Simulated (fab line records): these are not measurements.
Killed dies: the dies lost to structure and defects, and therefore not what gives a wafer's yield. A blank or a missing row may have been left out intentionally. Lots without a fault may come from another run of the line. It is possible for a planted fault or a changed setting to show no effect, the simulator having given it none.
A struck lot beside a sound one ; flow sfqLine ; 20 steps out of a route of 325
Sound: these wafers, L243.3, L243.5, L243.6. Wafers L255.1, L255.3, L255.5 were the ones struck. Last of all comes the cause.
For every step that has rows: the tool of each side, followed by ch and its chambers, followed by its first start. Under that, the readings that differ: sound wafers ; struck wafers ; difference of the means ; sigmas: that difference in standard deviations of wafers without a fault.
alike: readings whose means differ by less than 2 such deviations, and words and numbers that are the same on both sides. not compared: withheld readings, readings that some wafer has no value for, bounds like >300 that may hide the same value, and numbers for which the record gives no deviation and whose values overlap.
A row with sigmas, a row that says differs or no value, or rows on one side alone: a step with any of these is where the two part. When numbers do not overlap yet have no deviation, they are printed without sigmas and do not part them. Lack of a reading on every wafer of one side parts them only where that side has two or more wafers.

first, 2 steps without rows for these wafers: SFQ_TRILAYER_I1_VIA_LITHO_PEB_052 (peb time 60 s); SFQ_TRILAYER_I1_VIA_LITHO_DEVELOP_051 (time 60 s).
SFQ_I1_OVL_MEAS_913:
  sound on overlay-02 at day 31 15:23; struck on overlay-02 at day 34 11:52
  alike: I1_OVL
SFQ_TRILAYER_I1_VIA_BARC_OPEN_VIA_ETCH_071: etches BARC in O2, target depth 125 nm, time 41.7 s.
  sound on rieDiel-02 ch 0,2,3, day 31 15:25; struck on rieDiel-02 ch 0,1,2, day 34 11:55
  alike: chamberPressureMTorr, drypumpMotorCurrentA, oesProductAu
  not compared: rfHoursCounterH
SFQ_TRILAYER_I1_VIA_ETCH_VIA_ETCH_052: etches SiO2 in CHF3, stops on Nb, target depth 260 nm.
  sound on rieDiel-02 ch 0,2,3, day 31 15:27; struck on rieDiel-02 ch 0,1,2, day 34 11:57
  alike: chamberPressureMTorr, drypumpMotorCurrentA, oesProductAu
SFQ_TRILAYER_I1_VIA_STRIP_STRIP_053: strips in O2.
  sound on rieMetal-02 ch 0,1, day 31 15:46; struck on rieMetal-02 ch 1, day 34 12:04
  alike: chamberPressureMTorr, drypumpMotorCurrentA, oesProductAu, platenTempC
  not compared: rfHoursCounterH
then, 2 steps without rows for these wafers: SFQ_TRILAYER_I1_VIA_STRIP_SOLV_CLEAN_054 (cleans in NMP, time 600 s); SFQ_TRILAYER_M2_DEP_PRE_CLEAN_056 (time 22.5 s).
SFQ_TRILAYER_M2_DEP_SPUTTER_055: material Nb, target thk 200 nm, time 133.3 s.
  sound on pvdSputter-06 at day 31 16:22; struck on pvdSputter-05 at day 34 12:52
  alike: throttleValvePct
SFQ_M2_RS_MEAS_914: a four-point-probe measurement.
  sound on filmMetro-03 at day 31 16:30; struck on filmMetro-02 at day 34 12:57
  alike: M2_NB_RS
then, 1 step without rows for these wafers: SFQ_TRILAYER_M2_LITHO_COAT_062 (resist thk 62 nm).
SFQ_TRILAYER_M2_LITHO_COAT_057: resist thk 600 nm.
  sound on lithoTrack-01 ch 0, day 31 17:02; struck on lithoTrack-02 ch 0, day 34 13:26
reading;sound;struck;difference;sigmas
model.KrF_of_TRILAYER_M2_LITHO_COAT_057.thkNm (nm);597.6 599.1 598.7;590 591 591.7;-8;
then, 4 steps without rows for these wafers: SFQ_TRILAYER_M2_LITHO_SOFTBAKE_061; SFQ_TRILAYER_M2_LITHO_EXPOSE_058 (exposes mask M2, target cd 500 nm); SFQ_TRILAYER_M2_LITHO_PEB_060 (peb time 60 s); SFQ_TRILAYER_M2_LITHO_DEVELOP_059 (time 60 s).
-- the record jumps here: 6 days lie between the struck wafers' starts before and after --
SFQ_M2_OVL_MEAS_916:
  sound on overlay-02 at day 37 00:02; struck on overlay-01 at day 40 03:42
  alike: M2_OVL
then, 1 step without rows for these wafers: SFQ_TRILAYER_M2_BARC_OPEN_METAL_ETCH_077 (etches BARC in O2, target depth 125 nm, time 41.7 s).
SFQ_TRILAYER_M2_ETCH_METAL_ETCH_060: etches Nb in Cl2/Ar, stops on SiO2, target depth 240 nm, time 120 s.
  sound on rieMetal-01 ch 0,1, day 37 00:10; struck on rieMetal-01 ch 0, day 40 03:47
reading;sound;struck;difference;sigmas
model.KrF_of_TRILAYER_M2_LITHO_COAT_057.thkNm (nm);377.4 381.1 380.6;371.3 371.9 373.2;-7.6;
  alike: chamberPressureMTorr, drypumpMotorCurrentA, oesProductAu
  not compared: rfHoursCounterH
SFQ_TRILAYER_M2_STRIP_STRIP_061: strips in O2.
  sound on rieMetal-01 ch 0,1, day 37 00:27; struck on rieMetal-01 ch 0, day 40 03:55
  alike: chamberPressureMTorr, drypumpMotorCurrentA, oesProductAu, platenTempC
  not compared: rfHoursCounterH

== WHERE THEY PART ==
Nowhere in this record.

WHY: the cause the simulator had injected
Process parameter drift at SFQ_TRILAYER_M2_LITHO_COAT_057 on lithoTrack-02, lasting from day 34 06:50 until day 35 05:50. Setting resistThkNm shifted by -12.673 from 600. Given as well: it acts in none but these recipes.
